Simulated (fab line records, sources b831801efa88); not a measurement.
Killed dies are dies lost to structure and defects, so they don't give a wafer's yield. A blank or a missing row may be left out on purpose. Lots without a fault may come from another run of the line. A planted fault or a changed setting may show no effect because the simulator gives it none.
One fault seen from 2 desks | flow gf180mcu | each desk has only its own numbers; what lay behind them comes last

THE METROLOGY DESK
What the gauges read, lot by lot, whatever tool the lot ran on: means of the sampled wafers that have a number. A lot is out of limits, marked OUT, if its mean lies more than 4 standard deviations from the usual mean; the brackets give that distance.
Columns: A = cd_nm at GF_POLY_GATE_CD_MEAS_10, usual 280.1 nm; B = cd_nm at GF_HV_LDD_CD_MEAS_31, usual 395.2 nm
lot  | first seen here | A     | B
L204 | day 9 02:22     | 278.5 | 395.4
L206 | day 9 17:40     | 281.0 | 396.8
L207 | day 10 01:06    | 280.0 | 397.1
L208 | day 10 07:08    | 278.5 | 394.7
L209 | day 10 14:25    | 280.9 | 394.5
L210 | day 10 21:02    | 279.6 | 394.3
L212 | day 11 14:25    | 281.4 | 392.6
L213 | day 12 02:25    | 281.0 | 391.3
L217 | day 13 01:39    | 280.7 | 394.8
L219 | day 13 22:53    | 280.4 | 396.4
L223 | day 15 00:11    | 280.0 | 397.8
L225 | day 15 19:57    | 279.4 | 393.9
L226 | day 15 20:19    | 279.4 | 396.8
L227 | day 16 00:51    | 282.1 | 395.2
This desk's finding: nothing out of limits on any of the 14 lots.

THE TOOL OWNER'S DESK: implanter-04
The tool's own readings at GF_HV_LDD_IMPLANT_34: means of the sampled wafers that have a number, for each lot that ran on this tool. A lot is out of limits, marked OUT, if its mean lies more than 4 standard deviations from the usual mean; the brackets give that distance.
Columns: A = dose_ions_cm2 at GF_HV_LDD_IMPLANT_34, usual 7.5e+12; B = end_station_pressure_torr at GF_HV_LDD_IMPLANT_34, usual 5.07e-06 Torr; C = faraday_current_uA at GF_HV_LDD_IMPLANT_34, usual 42.4
lot  | first seen here | A                         | B        | C
L207 | day 12 11:55    | 7.5e+12                   | 5.22e-06 | 42.0
L212 | day 14 04:25    | 7.5e+12                   | 5.04e-06 | 42.8
L217 | day 15 18:55    | 8.4e+12 (+99 or more) OUT | 5.22e-06 | 48.0 (+7.5) OUT
L219 | day 16 19:54    | 8.4e+12 (+99 or more) OUT | 4.86e-06 | 47.7 (+7.0) OUT
This desk's finding: out of limits on L217, L219; first on L217, day 15 18:55 (dose_ions_cm2 at GF_HV_LDD_IMPLANT_34). In limits: L207, L212.

PUT TOGETHER
The tool owner's desk could have raised an alarm at day 15 18:55, on L217, L219.
The metrology desk saw nothing out of limits.
The metrology desk has L217, L219 on record, within its limits.
Of the lots named, all ran GF_HV_LDD_IMPLANT_34 on implanter-04.

WHAT THE SIMULATOR HAD PUT IN
Process parameter drift: implanter-04, from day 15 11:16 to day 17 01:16, at GF_HV_LDD_IMPLANT_34. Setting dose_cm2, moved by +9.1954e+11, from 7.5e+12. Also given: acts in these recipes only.
Lots struck among those shown: L217, L219.
Hours from the fault's start to each desk's first reading out of limits: the tool owner's desk, 8.
